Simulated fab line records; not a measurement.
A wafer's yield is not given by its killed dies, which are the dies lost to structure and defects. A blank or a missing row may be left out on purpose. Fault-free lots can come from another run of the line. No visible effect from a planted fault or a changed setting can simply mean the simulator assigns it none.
Comparing a struck lot with a sound one || flow gf180mcu || 27 out of 602 route steps
Sound: these wafers, L895.1, L895.2, L895.6. Struck: wafers L894.2, L894.4, L894.5. The cause is given at the end.
Each step with rows lists, per side, the tool, then ch with its chambers, then its first start. Under that, the readings that differ: sound wafers || struck wafers || difference of the means || sigmas: that difference in standard deviations of wafers without a fault.
alike: a reading whose means differ by less than 2 such deviations, as well as words and numbers matching on both sides. not compared: withheld readings; readings where some wafer has no value; bounds like >300 that might hide an equal value; numbers whose values overlap and for which the record gives no deviation.
Wherever a step has rows on one side only, a row that says differs or no value, or a row with sigmas, the two part there. Numbers that don't overlap but have no deviation are shown without sigmas and don't part them. A reading that every wafer of one side lacks parts them only if that side has two wafers or more.

GF_CONTACT_ETCH_17: etches SiO2 in C4F8/O2/Ar, stops on CoSi2, target depth 860 nm.
  sound on rie-diel-03 ch 0,1,3; struck on rie-diel-01 ch 1,2
  alike: bias-w, oes-product-au, rf-fwd-power-W
GF_CONTACT_STRIP_18: strips in O2/N2.
  sound on plasma-asher-01 ch 0,1, day 22 08:31; struck on plasma-asher-04 ch 0,1, day 21 22:46
  alike: drypump-motor-current-A, heater-power-w, oes-product-au
  not compared: rf-hours-counter-h
then, 3 steps without rows for these wafers: GF_CONTACT_CLEAN_19 (cleans in SPM); GF_CONTACT_CLEAN_20 (cleans in DIW); GF_CONTACT_CLEAN_21 (cleans in dHF, time 20 s).
GF_CONTACT_SPUTTER_22: material Ti, target thk 15 nm, time 80.02 s.
  struck on pvd-sputter-04, day 21 23:04; sound on pvd-sputter-04, day 22 08:49
  alike: cathode-dc-power-W, chamber-pressure-pa, throttle-valve-pct
then, 1 step without rows for these wafers: GF_CONTACT_SPUTTER_23 (material TiN, target thk 10 nm, time 40 s).
GF_CONTACT_CVD_24: deposits W, target thk 300 nm, time 90.339 s.
  sound on cvd-w-01 ch 0,1, day 22 08:55; struck on cvd-w-01 ch 0, day 21 23:10
  alike: heater-power-w
GF_CONTACT_RS_MEAS_25: the measuring method here is four-point-probe.
  struck on film-metro-02, day 21 23:17; sound on film-metro-01, day 22 09:01
  alike: CONTACT_W_RS
GF_CONTACT_THK_MEAS_26: measures by xrf.
  struck on film-metro-02, day 21 23:24; sound on film-metro-01, day 22 09:08
  alike: CONTACT_W_THK
then, 2 steps without rows for these wafers: GF_CONTACT_CMP_27 (polishes, stops on SiO2, t overpolish 15 s, target thk 0 nm); GF_M1_SPUTTER_00 (material Ti, target thk 37.5 nm, time 150 s).
GF_M1_SPUTTER_01: material TiN, target thk 30 nm, time 25 s.
  struck on pvd-sputter-03, day 21 23:51; sound on pvd-sputter-03, day 22 09:36
  no value came back on the struck wafers for cathode-dc-power-W (W), chamber-pressure-pa (Pa), throttle-valve-pct (%); on the sound wafers cathode-dc-power-W (W) reads 6501.5 6499.5 6497.4
then, 2 steps without rows for these wafers: GF_M1_SPUTTER_02 (material AlCu, target thk 450 nm, time 23.9 s); GF_M1_SPUTTER_03 (material Ti, target thk 10 nm, time 6.7 s).
GF_M1_SPUTTER_04: material TiN, target thk 50 nm, time 41.7 s.
  struck on pvd-sputter-03, day 21 23:56; sound on pvd-sputter-03, day 22 09:41
  alike: cathode-dc-power-W, chamber-pressure-pa, throttle-valve-pct
then, 7 steps without rows for these wafers: GF_M1_DEHYDRATE_07 (time 60 s); GF_M1_HMDS_08 (prime time 60 s); GF_M1_COAT_09 (resist thk 1000 nm); GF_M1_SOFTBAKE_10 (time 60 s); GF_M1_EXPOSE_11 (exposes mask Metal1, target cd 230 nm); GF_M1_PEB_12 (peb time 90 s); GF_M1_DEVELOP_13 (develop time 60 s).
GF_M1_CD_MEAS_14: target cd 230 nm.
  struck on cd-sem-01, day 22 22:40; sound on cd-sem-02, day 23 08:46
  alike: cd-nm
GF_M1_OVL_MEAS_15:
  struck on overlay-01, day 22 22:46; sound on overlay-02, day 23 08:53
  alike: M1_OVL
GF_M1_METAL_ETCH_16: etches the open film in Cl2/BCl3, stops on SiO2, target depth 627.5 nm, time 104.6 s.
  sound on rie-metal-01 ch 1, day 23 08:56; struck on rie-metal-01 ch 0,1, day 22 22:47
{"reading": "oes-product-au (a.u.)", "sound": "0.976 0.971 0.973", "struck": "0.940 0.944 0.950", "difference": -0.029, "sigmas": -4}
{"reading": "throttle-valve-pct (%)", "sound": "28.258 28.250 28.243", "struck": "28.282 28.289 28.276", "difference": "+0.032", "sigmas": "+3"}
  alike: bias-w, drypump-motor-current-A, he-backside-leak-sccm, rf-fwd-power-W
  not compared: rf-hours-counter-h
then, 1 step without rows for these wafers: GF_M1_STRIP_17 (strips in O2/N2).

## WHERE THEY PART
At GF_M1_SPUTTER_01 first; at GF_M1_METAL_ETCH_16 last (within this record only).

WHY: what the simulator had put in
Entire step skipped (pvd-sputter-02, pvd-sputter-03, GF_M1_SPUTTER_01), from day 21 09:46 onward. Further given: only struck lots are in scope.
